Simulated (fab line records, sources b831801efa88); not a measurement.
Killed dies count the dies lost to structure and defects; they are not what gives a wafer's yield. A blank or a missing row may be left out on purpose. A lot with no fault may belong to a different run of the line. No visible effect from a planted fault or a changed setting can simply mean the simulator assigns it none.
A lot that was struck, set against a sound lot + flow sky130 + 15 out of 708 route steps
Sound: wafers L230.1, L230.3, L230.6. Struck: wafers L233.1, L233.2, L233.4. Last of all comes the cause.
Per side, at each step with rows, come the tool, then ch with its chambers, and then its first start. Under that, the readings that differ: sound wafers + struck wafers + difference of the means + sigmas: that difference in standard deviations of wafers without a fault.
alike: words and numbers the same on both sides, and readings whose means are apart by under 2 such deviations; not compared: readings that were withheld, readings missing a value for some wafer, numbers with overlapping values and no deviation given by the record, and bounds like >300 which may hide the same value.
The two part at a step that has a row with sigmas, a row that says differs or no value, or rows on one side only. Numbers that don't overlap but have no deviation are shown without sigmas and don't part them. A reading that every wafer of one side lacks parts them only if that side has two wafers or more.

SKY_POLY_GATE_ETCH_15: etches BARC in N2/H2, stops on SiO2, time 118.5 s, target depth 110 nm.
  sound on rie_diel-04 ch 1,2,3, day 17 11:26; struck on rie_diel-02 ch 0,1,2, day 19 00:37
  alike: drypump_motor_current_A, oes_product_au, throttle_valve_pct
  not compared: rf_hours_counter_h
SKY_POLY_GATE_ETCH_16: etches Si3N4 in CH3F/O2, stops on poly-Si, time 147.5 s, target depth 75 nm.
  sound on rie_diel-04 ch 1,2,3, day 17 11:31; struck on rie_diel-02 ch 0,1,2, day 19 00:43
  alike: drypump_motor_current_A, oes_product_au, throttle_valve_pct
  not compared: rf_hours_counter_h
SKY_POLY_GATE_ETCH_17: etches poly-Si in HBr/Cl2, stops on SiO2, target depth 180 nm, time 70.5 s.
  sound on rie_si-01 ch 0,2, day 17 11:37; struck on rie_si-01 ch 2,3, day 19 00:48
  alike: drypump_motor_current_A, oes_product_au, throttle_valve_pct
  not compared: rf_hours_counter_h
SKY_POLY_GATE_STRIP_18: strips in O2/N2.
  sound on plasma_asher-04 ch 1, day 17 11:40; struck on plasma_asher-03 ch 0,1, day 19 00:52
| reading                      | sound          | struck         | difference | sigmas |
|------------------------------|----------------|----------------|------------|--------|
| strip_time_to_endpoint_s (s) | 3.24 3.23 3.27 | 3.16 3.21 3.12 | -0.08      | -2     |
  alike: drypump_motor_current_A, oes_product_au
  not compared: rf_hours_counter_h
then, 2 steps without rows for these wafers: SKY_POLY_GATE_CLEAN_19 (cleans in SC1/SC2, time 150 s); SKY_POLY_GATE_OXIDATION_20 (stabilise 600 s, purge 300 s, target thk 4 nm).
SKY_POLY_GATE_THK_MEAS_21:
  sound on film_metro-04 at day 17 14:20; struck on film_metro-02 at day 19 02:43
  alike: POLY_GATE_OXIDATION_THK
SKY_POLY_GATE_CD_MEAS_22:
  sound on cd_sem-02 at day 17 14:23; struck on cd_sem-01 at day 19 02:47
  alike: cd_nm
then, 4 steps without rows for these wafers: SKY_LDD_N_DEHYDRATE_00 (time 60 s); SKY_LDD_N_HMDS_01 (prime time 60 s); SKY_LDD_N_COAT_02 (resist thk 300 nm); SKY_LDD_N_SOFTBAKE_03 (time 60 s).
SKY_LDD_N_EXPOSE_04: exposes mask NTM, target cd 840 nm.
  sound on iline_stepper-02 ch 0, day 18 04:38; struck on iline_stepper-01 ch 0, day 19 18:49
| reading | sound             | struck                     | difference | sigmas |
|---------|-------------------|----------------------------|------------|--------|
| mask    | NTM#0 NTM#0 NTM#0 | NTM_R1#0 NTM_R1#0 NTM_R1#0 | differs    |        |
  alike: exposure_dose_mJ_cm2
after that, 1 step had no rows for these wafers: SKY_LDD_N_PEB_05.
-- a jump in the record: the struck wafers' starts before and after are 28 days apart (it breaks off in module LDD_N and resumes in module PAD_OPEN, where the first step shown is number 708 of the route) --
SKY_PAD_OPEN_PROBE_99:
  the record has rows for the struck wafers here (prober-01, day 47 15:28) and none for the sound ones

## WHERE THEY PART
First at SKY_POLY_GATE_STRIP_18; last, within this record, at SKY_PAD_OPEN_PROBE_99.

WHY: what had been put in by the simulator
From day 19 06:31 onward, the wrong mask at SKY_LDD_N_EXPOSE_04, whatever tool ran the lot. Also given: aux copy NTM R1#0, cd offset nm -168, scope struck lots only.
